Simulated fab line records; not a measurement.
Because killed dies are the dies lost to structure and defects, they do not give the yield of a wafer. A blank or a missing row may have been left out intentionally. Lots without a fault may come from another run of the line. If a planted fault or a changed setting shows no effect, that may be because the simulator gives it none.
Chamber matching / flow gf180mcu / rie_diel-03 running GF_M5_ETCH_09: 4 sister chambers
The step etches Si3N4 in CF4/O2, target depth 52 nm, time 11.6 s. 8 wafers are shown with their chamber, then 8 later ones without.

WAFERS WITH THEIR CHAMBER
wafer=L077.6; chamber=3; oes_product_au (a.u.)=1.020; bias_w (W)=150.2
wafer=L079.1; chamber=3; oes_product_au (a.u.)=1.016; bias_w (W)=149.9
wafer=L081.1; chamber=0; oes_product_au (a.u.)=1.005; bias_w (W)=150.6
wafer=L083.3; chamber=0; oes_product_au (a.u.)=1.008; bias_w (W)=150.2
wafer=L084.1; chamber=2; oes_product_au (a.u.)=1.003; bias_w (W)=150.1
wafer=L084.3; chamber=1; oes_product_au (a.u.)=0.996; bias_w (W)=150.0
wafer=L084.6; chamber=1; oes_product_au (a.u.)=0.994; bias_w (W)=149.2
wafer=L088.3; chamber=2; oes_product_au (a.u.)=1.000; bias_w (W)=149.7

WAFERS WHOSE CHAMBER IS MISSING
wafer=L088.4; oes_product_au (a.u.)=1.016; bias_w (W)=150.2
wafer=L088.6; oes_product_au (a.u.)=1.001; bias_w (W)=150.3
wafer=L092.3; oes_product_au (a.u.)=1.002; bias_w (W)=150.5
wafer=L092.4; oes_product_au (a.u.)=1.013; bias_w (W)=150.7
wafer=L092.6; oes_product_au (a.u.)=0.997; bias_w (W)=150.2
wafer=L095.2; oes_product_au (a.u.)=1.015; bias_w (W)=149.7
wafer=L095.3; oes_product_au (a.u.)=1.018; bias_w (W)=149.5
wafer=L095.6; oes_product_au (a.u.)=0.996; bias_w (W)=150.5

THE CHAMBER EACH PASSED THROUGH
wafer=L088.4; from the rows above=3; in truth=3
wafer=L088.6; from the rows above=can't be placed: 2 or 0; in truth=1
wafer=L092.3; from the rows above=can't be placed: 2 or 0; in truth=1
wafer=L092.4; from the rows above=can't be placed: 3 or 0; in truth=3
wafer=L092.6; from the rows above=can't be placed: 1 or 2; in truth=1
wafer=L095.2; from the rows above=3; in truth=3
wafer=L095.3; from the rows above=3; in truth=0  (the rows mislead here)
wafer=L095.6; from the rows above=can't be placed: 1 or 2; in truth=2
Correct placement for 2 of the 8. From these rows, 5 cannot be placed; in 3 the true chamber is one of the candidates. Placed wrongly: 1.
How it was worked out, from the rows above alone: a wafer's distance from a chamber is the root of the sum, over the readings, of the square of ((its reading less the chamber's mean) divided by the reading's scatter). If the next closest chamber is less than 2 further off than the closest, the wafer can't be placed; otherwise it belongs to the closest. A chamber's mean is the mean of its shown wafers. The scatter is the square root of a quotient: the sum, over the shown wafers, of each reading's squared deviation from its chamber's mean, divided by wafers minus chambers.
